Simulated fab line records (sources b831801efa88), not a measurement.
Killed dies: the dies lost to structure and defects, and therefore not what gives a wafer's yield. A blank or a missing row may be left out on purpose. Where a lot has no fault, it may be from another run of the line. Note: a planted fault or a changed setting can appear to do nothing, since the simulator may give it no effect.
Which tool did it? || flow gf180mcu || 21 wafers from 7 lots sampled at 3 of the route's 602 steps

WHAT THE GAUGES SHOWED, per wafer
GF_MIM_THK_MEAS_06.
{"lot": "L335", "measured": "day 25 06:26", "on": "film-metro-02", "MIM_CVD_05_THK (nm)": "41.8 42.0 42.3"}
{"lot": "L336", "measured": "day 25 11:28", "on": "film-metro-03", "MIM_CVD_05_THK (nm)": "41.9 41.5 42.9"}
{"lot": "L341", "measured": "day 26 20:34", "on": "film-metro-03", "MIM_CVD_05_THK (nm)": "41.7 42.5 42.3"}
{"lot": "L343", "measured": "day 27 18:08", "on": "film-metro-04", "MIM_CVD_05_THK (nm)": "41.9 42.2 42.6"}
{"lot": "L345", "measured": "day 28 08:22", "on": "film-metro-04", "MIM_CVD_05_THK (nm)": "41.8 41.8 41.9"}
{"lot": "L348", "measured": "day 29 15:13", "on": "film-metro-03", "MIM_CVD_05_THK (nm)": "42.0 42.5 42.7"}
{"lot": "L352", "measured": "day 30 13:08", "on": "film-metro-03", "MIM_CVD_05_THK (nm)": "41.5 42.6 42.4"}

TOOL THAT RAN EACH LOT (tool first, then ch and the chambers of the sampled wafers, then the start)
{"lot": "L335", "GF_V4_SPUTTER_22": "pvd-sputter-04, day 25 05:26", "GF_MIM_SPUTTER_04": "pvd-sputter-03, day 25 06:22"}
{"lot": "L336", "GF_V4_SPUTTER_22": "pvd-sputter-04, day 25 10:34", "GF_MIM_SPUTTER_04": "pvd-sputter-02, day 25 11:23"}
{"lot": "L341", "GF_V4_SPUTTER_22": "pvd-sputter-04, day 26 19:40", "GF_MIM_SPUTTER_04": "pvd-sputter-03, day 26 20:29"}
{"lot": "L343", "GF_V4_SPUTTER_22": "pvd-sputter-04, day 27 17:13", "GF_MIM_SPUTTER_04": "pvd-sputter-02, day 27 18:02"}
{"lot": "L345", "GF_V4_SPUTTER_22": "pvd-sputter-01, day 28 07:29", "GF_MIM_SPUTTER_04": "pvd-sputter-04, day 28 08:17"}
{"lot": "L348", "GF_V4_SPUTTER_22": "pvd-sputter-01, day 29 14:19", "GF_MIM_SPUTTER_04": "pvd-sputter-03, day 29 15:08"}
{"lot": "L352", "GF_V4_SPUTTER_22": "pvd-sputter-01, day 30 12:14", "GF_MIM_SPUTTER_04": "pvd-sputter-02, day 30 13:02"}
- GF_V4_SPUTTER_22: material TiN, target thk 10 nm, time 40 s.
- GF_MIM_SPUTTER_04: material TiN, target thk 50 nm, time 41.7 s.

THE ANSWER, worked out from the rows above alone
Rule: the usual values come from the lots themselves. The widest of any qualifying gaps counts: lots, ordered by their means at a reading, are off when they make up no more than a third of the lots, leave a main group of 4 or more, and stand apart from it by 3 or more times the standard deviation of that group's means. If all means in a main group match to the digits the tables above print for the reading, that group is not used. A lot without any number at a reading at which 4 lots or more have one is off too. The other lots that the step has rows for count as sound.
None of the lots is off at any reading shown; this tells nothing.

WHAT THE SIMULATOR HAD INSERTED
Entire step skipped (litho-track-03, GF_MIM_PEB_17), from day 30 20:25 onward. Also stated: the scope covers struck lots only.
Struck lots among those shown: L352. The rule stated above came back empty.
